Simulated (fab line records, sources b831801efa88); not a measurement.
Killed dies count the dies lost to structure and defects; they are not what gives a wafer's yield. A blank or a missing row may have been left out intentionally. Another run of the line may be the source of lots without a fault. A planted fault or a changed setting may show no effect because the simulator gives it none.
Matching of chambers -- flow gf180mcu -- GF_PASSIVATION_ETCH_11 on rieDiel-01 has 4 sister chambers
The step etches the open film in CF4/O2, stops on TiN, target depth 1800 nm, time 400 s. 16 wafers are shown with their chamber, then 8 later ones without.

## WAFERS PAIRED WITH THEIR CHAMBERS
wafer,chamber,drypumpMotorCurrentA (A),cf4FlowSccm (sccm),throttleValvePct (%)
L075.3,3,6.4,80.14,5.967
L075.4,1,6.2,80.07,5.970
L075.6,3,6.4,79.78,5.991
L081.2,3,6.4,79.83,5.954
L081.3,0,6.2,80.05,5.963
L081.4,1,6.1,79.98,5.968
L083.2,3,6.4,79.89,5.948
L083.3,1,6.2,79.95,5.967
L083.5,3,6.4,79.95,5.959
L087.3,3,6.4,80.02,5.947
L087.4,0,6.2,80.03,5.954
L087.6,3,6.4,79.56,5.987
L088.3,3,6.4,79.67,5.962
L088.5,2,6.1,80.31,5.956
L088.6,3,6.4,79.74,5.975
L089.1,1,6.1,79.84,5.967

SIGNATURES (means of the wafers above)
reading,chamber 0,chamber 1,chamber 2,chamber 3,scatter within a chamber
drypumpMotorCurrentA,6.200,6.150,6.100,6.400,0.0289
cf4FlowSccm,80.0400,79.9600,80.3100,79.8422,0.154
throttleValvePct,5.95850,5.96800,5.95600,5.96556,0.0132
Rule: a wafer's distance from a chamber is the root of the sum, over the readings, of the square of ((its reading less the chamber's mean) divided by the reading's scatter). The wafer belongs to the nearest chamber; if the next one is less than 2 further off, it can't be placed. The scatter: the root of (the sum of the squares of (reading less its chamber's mean) over the shown wafers, divided by (wafers less chambers)).

## WAFERS WHOSE CHAMBER IS MISSING
wafer,drypumpMotorCurrentA (A),cf4FlowSccm (sccm),throttleValvePct (%)
L089.2,6.4,80.05,5.961
L089.4,6.4,79.79,5.967
L095.1,6.2,79.87,5.974
L095.3,6.2,80.06,5.964
L095.5,6.2,79.77,5.957
L097.3,6.2,80.14,5.965
L097.5,6.4,79.92,5.957
L097.6,6.3,79.81,5.960

## THE CHAMBER EACH PASSED THROUGH
wafer,from the rows above,in truth
L089.2,3,3
L089.4,3,3
L095.1,can't be placed: 0 or 1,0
L095.3,can't be placed: 0 or 1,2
L095.5,can't be placed: 0 or 1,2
L097.3,can't be placed: 0 or 1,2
L097.5,3,3
L097.6,can't be placed: 3 or 0 or 1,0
Placed correctly: 3 of 8. Cannot be placed on the basis of these rows: 5; the candidates contain the true chamber in 2. 0 placed wrongly.
